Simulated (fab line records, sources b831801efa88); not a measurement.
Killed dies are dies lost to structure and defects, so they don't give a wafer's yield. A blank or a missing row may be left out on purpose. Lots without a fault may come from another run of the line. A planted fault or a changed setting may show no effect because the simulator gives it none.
Which tool did it? | flow gf180mcu | 14 lots, 42 wafers sampled, at 3 steps of a route of 602

WHAT THE GAUGES READ, wafer by wafer
GF_MVPSD_TW_MEAS_11. Usual: MVPSD_TW 559, standard deviation 7.8.
lot  | measured     | on            | MVPSD_TW    | flag
L433 | day 5 07:52  | film_metro-02 | 548 549 550 |
L436 | day 6 02:12  | film_metro-03 | 566 569 564 |
L437 | day 6 05:38  | film_metro-03 | 568 566 565 |
L438 | day 6 11:52  | film_metro-02 | 549 551 547 |
L440 | day 7 02:47  | film_metro-01 | 561 558 561 |
L443 | day 7 19:05  | film_metro-01 | 557 561 558 |
L444 | day 8 00:12  | film_metro-02 | 552 552 550 |
L445 | day 8 07:13  | film_metro-03 | 559 562 561 |
L446 | day 8 16:35  | film_metro-03 | 562 564 563 |
L449 | day 9 11:02  | film_metro-03 | 570 571 572 |
L450 | day 9 11:23  | film_metro-02 | 521 519 519 | OFF
L451 | day 9 16:47  | film_metro-01 | 525 526 525 | OFF
L453 | day 10 07:22 | film_metro-02 | 548 549 551 |
L455 | day 10 17:19 | film_metro-03 | 569 568 565 |

GF_VT_IMPLANT_RS_MEAS_49: measures by four-point-probe. Usual: MVPSD_RS 1167 ohm/sq, standard deviation 3.1.
lot  | measured     | on            | MVPSD_RS (ohm/sq) | flag
L433 | day 7 21:23  | film_metro-03 | 1164 1167 1168    |
L436 | day 8 18:07  | film_metro-01 | 1165 1167 1167    |
L437 | day 8 22:15  | film_metro-02 | 1168 1165 1169    |
L438 | day 9 04:03  | film_metro-03 | 1166 1164 1161    |
L440 | day 9 22:08  | film_metro-01 | 1164 1168 1168    |
L443 | day 10 15:47 | film_metro-02 | 1171 1170 1172    |
L444 | day 10 22:59 | film_metro-02 | 1170 1165 1169    |
L445 | day 11 06:02 | film_metro-01 | 1171 1169 1170    |
L446 | day 11 15:12 | film_metro-01 | 1170 1165 1164    |
L449 | day 12 12:44 | film_metro-01 | 1161 1165 1164    |
L450 | day 12 13:00 | film_metro-03 | 1531 1538 1540    | OFF
L451 | day 12 20:06 | film_metro-03 | 1538 1539 1536    | OFF
L453 | day 13 11:11 | film_metro-02 | 1166 1168 1169    |
L455 | day 13 23:32 | film_metro-02 | 1168 1165 1170    |

WHICH TOOL RAN EACH LOT (tool, then ch and the chambers of the sampled wafers, then the start)
lot  | GF_MVPSD_IMPLANT_09
L433 | implanter-02 ch 0, day 5 07:37
L436 | implanter-02 ch 0, day 6 01:59
L437 | implanter-02 ch 0, day 6 05:24
L438 | implanter-04 ch 0, day 6 11:38
L440 | implanter-04 ch 0, day 7 02:34
L443 | implanter-04 ch 0, day 7 18:50
L444 | implanter-02 ch 0, day 8 00:00
L445 | implanter-02 ch 0, day 8 06:58
L446 | implanter-04 ch 0, day 8 16:21
L449 | implanter-03 ch 0, day 9 10:47
L450 | implanter-02, day 9 11:09
L451 | implanter-03, day 9 16:33
L453 | implanter-04 ch 0, day 10 07:07
L455 | implanter-02 ch 0, day 10 17:04
- GF_MVPSD_IMPLANT_09

WHAT THE TOOLS THEMSELVES READ (means of the sampled wafers that have a number; where no wafer has one, the mark that the record gives instead)
GF_MVPSD_IMPLANT_09. Usual: beam_energy_keV 40.000, standard deviation 0.012; beam_on_s 10.00 s, standard deviation 0.2; faraday_current_uA 28.2, standard deviation 0.56.
lot  | tool         | beam_energy_keV | beam_on_s (s) | faraday_current_uA | flag
L433 | implanter-02 | 40.002          | 10.08         | 28.0               |
L436 | implanter-02 | 40.005          | 10.16         | 27.7               |
L437 | implanter-02 | 40.008          | 9.81          | 28.7               |
L438 | implanter-04 | 40.000          | 10.03         | 28.1               |
L440 | implanter-04 | 39.985          | 9.87          | 28.6               |
L443 | implanter-04 | 39.990          | 9.92          | 28.3               |
L444 | implanter-02 | 39.991          | 9.69          | 29.1               |
L445 | implanter-02 | 39.996          | 9.95          | 28.4               |
L446 | implanter-04 | 39.999          | 10.01         | 28.1               |
L449 | implanter-03 | 40.011          | 10.02         | 28.1               |
L450 | implanter-02 | -               | -             | -                  | OFF
L451 | implanter-03 | -               | -             | -                  | OFF
L453 | implanter-04 | 40.010          | 9.67          | 29.1               |
L455 | implanter-02 | 39.983          | 10.08         | 27.9               |

THE ANSWER, worked out from the rows above alone
Rule: a lot is off if the mean of its wafers that have a number lies more than 3 standard deviations from the usual mean. A lot without any number at a reading at which 4 lots or more have one is off too. The other lots that the step has rows for count as sound. The gauges are gone through in route order, then the tools' own readings, and for those a lot's mean is taken as printed above. The first step at which some lot is off is used, and at that step the reading that is off furthest; a lot without a number counts as furthest.
Off: L450, L451, at GF_MVPSD_TW_MEAS_11 (MVPSD_TW).
A tool fits if, at a process step before that reading, it ran every lot that is off, and no sound lot after the first of them. The gauges at GF_MVPSD_TW_MEAS_11 aren't tried: what is off there is off at GF_VT_IMPLANT_RS_MEAS_49 too, on other tools, and a gauge's error can't cause that. None of those tried fits.

WHAT THE SIMULATOR HAD PUT IN
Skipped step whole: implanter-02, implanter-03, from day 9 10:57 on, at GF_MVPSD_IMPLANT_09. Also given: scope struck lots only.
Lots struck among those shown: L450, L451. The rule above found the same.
